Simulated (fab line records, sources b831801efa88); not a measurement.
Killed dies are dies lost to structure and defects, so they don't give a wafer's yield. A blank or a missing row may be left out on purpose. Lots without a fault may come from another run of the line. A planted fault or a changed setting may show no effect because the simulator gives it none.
Problem report in the 8D (eight disciplines) form, filled by code | flow sky130 | the parts of the form that need people (team, actions taken, sign-off) are left out

1. THE PROBLEM
run_length_s at SKY_FIELD_ISO_ETCH_17 reads a mean of 130.7 s on 4 wafers of 3 lots; wafers without a fault read 126.1 s with a standard deviation of 0.4. That is +12 standard deviations from the usual mean.
The step: etches Si in HBr/Cl2/O2, target depth 342 nm, time 97.7 s.
First seen on wafer L156.5, day 5 02:49, on rie_si-01. The record holds 19 wafers of 7 lots with a number at this step. Rule for "out", or "out of limits": more than 4 standard deviations from the usual mean. The other wafers with a number count as sound.

2. WHAT IT IS AND WHAT IT IS NOT
question                    | is                             | is not
which readings at this step | run_length_s                   | drypump_motor_current_A, oes_product_au, throttle_valve_pct
which lots                  | L156, L158, L160               | L143, L146, L151, L164
which wafers of those lots  | L156.5, L158.5, L160.5, L160.6 | L156.1, L156.4, L158.2
read on which tools         | rie_si-01                      | rie_si-02
when                        | from day 5 02:49               | up to then (11 sound wafers); but 4 sound wafers of L158, L164 came after

3. SUSPECTS, AND WHAT RULES EACH OUT
Counting: a tool at a process step up to the reading stays a suspect if it ran every lot that is out. Sound lots after the first of them don't rule it out here, since some wafers of a struck lot are sound.
- rie_si-01 at SKY_FIELD_ISO_ETCH_17 (etches Si in HBr/Cl2/O2, target depth 342 nm, time 97.7 s): kept. It ran every lot that is out, first L156 (day 5 02:49); its last sound lot up to then is L151 (day 4 00:04). Its own readings are out on those wafers: run_length_s.
Left after counting: rie_si-01 at SKY_FIELD_ISO_ETCH_17.

4. THE CAUSE (what the simulator had put in)
Process parameter drift: rie_si-01, from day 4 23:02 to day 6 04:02, at SKY_FIELD_ISO_ETCH_17. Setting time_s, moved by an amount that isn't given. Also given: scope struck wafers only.
Counting left only this tool.

5. THE CHAIN OF EFFECTS, in route order
Each row: a reading whose mean over the struck wafers that have a number lies more than 3 standard deviations from the usual. Only readings for which the record gives a usual standard deviation are gone through. hours: the time from each lot's start at the first step in this table that gives one to its start at this step, as a median over the lots. sigmas: the change in usual standard deviations.
hours | step                  | reading      | usual   | on struck wafers | change | sigmas
0     | SKY_FIELD_ISO_ETCH_17 | run_length_s | 126.1 s | 130.7            | +4.6   | +12
The process steps in it:
- SKY_FIELD_ISO_ETCH_17: etches Si in HBr/Cl2/O2, target depth 342 nm, time 97.7 s.

6. WHAT WOULD HAVE CAUGHT IT SOONER
In this record the first reading out of limits was taken at day 5 02:49, 4 hours after the fault began at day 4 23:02.
